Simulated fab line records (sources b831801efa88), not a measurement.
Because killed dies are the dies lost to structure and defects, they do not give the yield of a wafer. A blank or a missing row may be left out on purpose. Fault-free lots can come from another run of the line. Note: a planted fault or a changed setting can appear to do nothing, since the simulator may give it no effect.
Lot-split experiment ; flow gf180mcu ; 23 wafers read across 5 lots, on a route 602 steps long

## ABOUT THE SPLIT
At GF_DUAL_GATE_COAT_06 (resist thk 1000 nm), the setting resist-thk-nm was moved away from the recipe's 1000 nm on 8 of the 23 wafers read, by -2.9% to +5.4%. The other wafers ran this setting at the recipe's value.

Reading taken at the split's own step.

## THE READING
NOVOLAK_of_DUAL_GATE_COAT_06.thk-nm (the simulator's own value, which no gauge read), in nm, at GF_DUAL_GATE_COAT_06 (resist thk 1000 nm). There is no usual value for it anywhere in the file. Across the 15 wafers here that went through the recipe, the average is 999.7 nm and the standard deviation 1.4 nm.

wafer;tool, chamber at the split;resist-thk-nm as run, nm;against the recipe;NOVOLAK_of_DUAL_GATE_COAT_06.thk-nm, nm;against lot-mates on the recipe
L074.1;litho-track-02, 0;975.7;-2.4%;977.9;-22.4
L074.2;litho-track-02, 0;1000;recipe;999.6;-
L074.3;litho-track-02, 0;1000;recipe;1001;-
L074.5;litho-track-02, 0;975.7;-2.4%;976.7;-23.6
L074.6;litho-track-02, 0;975.7;-2.4%;977;-23.3
L076.1;litho-track-02, 0;1000;recipe;999;-
L076.3;litho-track-02, 0;1000;recipe;999.5;-
L076.6;litho-track-02, 0;1000;recipe;1001;-
L080.1;litho-track-04, 0;1000;recipe;1001;-
L080.2;litho-track-04, 0;1000;recipe;997.1;-
L080.3;litho-track-04, 0;1000;recipe;999.5;-
L080.4;litho-track-04, 0;1000;recipe;999.5;-
L080.5;litho-track-04, 0;1000;recipe;998.2;-
L082.1;litho-track-04, 0;1000;recipe;999.5;-
L082.2;litho-track-04, 0;1000;recipe;998.9;-
L082.3;litho-track-04, 0;971.2;-2.9%;969.2;-30.0
L082.4;litho-track-04, 0;971.2;-2.9%;966.5;-32.7
L082.6;litho-track-04, 0;971.2;-2.9%;968;-31.2
L083.1;litho-track-02, 0;1000;recipe;1003;-
L083.3;litho-track-02, 0;1000;recipe;998.3;-
L083.4;litho-track-02, 0;1054;+5.4%;1053;+52.2
L083.5;litho-track-02, 0;1000;recipe;1001;-
L083.6;litho-track-02, 0;1054;+5.4%;1055;+54.2

FIT RESULTS
A straight line over all 23 wafers: NOVOLAK_of_DUAL_GATE_COAT_06.thk-nm changes by +10.2 nm for each +1% of resist-thk-nm; r = +1.00; the points scatter about the line by 1.8 nm.
The same after taking each lot's own level away (the mean of its wafers on the recipe; 23 wafers): +10 nm for each +1%; r = +1.00; scatter 1.6 nm.
That fit puts the effect of the largest move of resist-thk-nm on the reading at 54 nm.
The span of the lots' own levels, 999.06 to 1000.77 nm, comes to 1.2 times the standard deviation stated above.
So the lot-to-lot level changes the slope little: the two slopes agree.
Check: +54.9 nm against its lot-mates is what the line predicts for one of the wafers moved furthest among these (+5.4%) when that wafer is left out of the fit. Against them it came out at +52.2 nm.

## THE OTHER SPLITS THESE WAFERS WENT THROUGH
These wafers also went through other splits before the reading. Each is held against what the fit with the lots' levels taken away leaves over:
other split on the same wafers;wafers away from the commonest value;r with NOVOLAK_of_DUAL_GATE_COAT_06.thk-nm (lot level and that fit taken away)
GF_STI_OXIDATION_21 ox-time-s;18;-0.33
GF_STI_OXIDATION_29 ox-time-s;15;-0.16
GF_NWELL_COAT_02 resist-thk-nm;8;+0.35
GF_NWELL_IMPLANT_09 energy-kev;9;-0.01
GF_VT_IMPLANT_IMPLANT_08 dose-cm2;4;+0.19
GF_DUAL_GATE_OXIDATION_02 temp-c;15;-0.44

## THE WHOLE CHAIN: every reading that the file lists as answering this split, in the file's order
step;what it does;reading;change (the file's fit);r (the file's)
GF_DUAL_GATE_COAT_06;resist thk 1000 nm;NOVOLAK_of_DUAL_GATE_COAT_06.thk-nm (the simulator's own value, which no gauge read);+9.96 nm for each +1% of the setting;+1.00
GF_DUAL_GATE_STRIP_13;strips in O2/N2;strip-time-to-endpoint-s;withheld for each +1% of the setting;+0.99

## THE FILE'S OWN FIT
NOVOLAK_of_DUAL_GATE_COAT_06.thk-nm changes by +9.96 nm for each +1% of resist-thk-nm, r = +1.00.
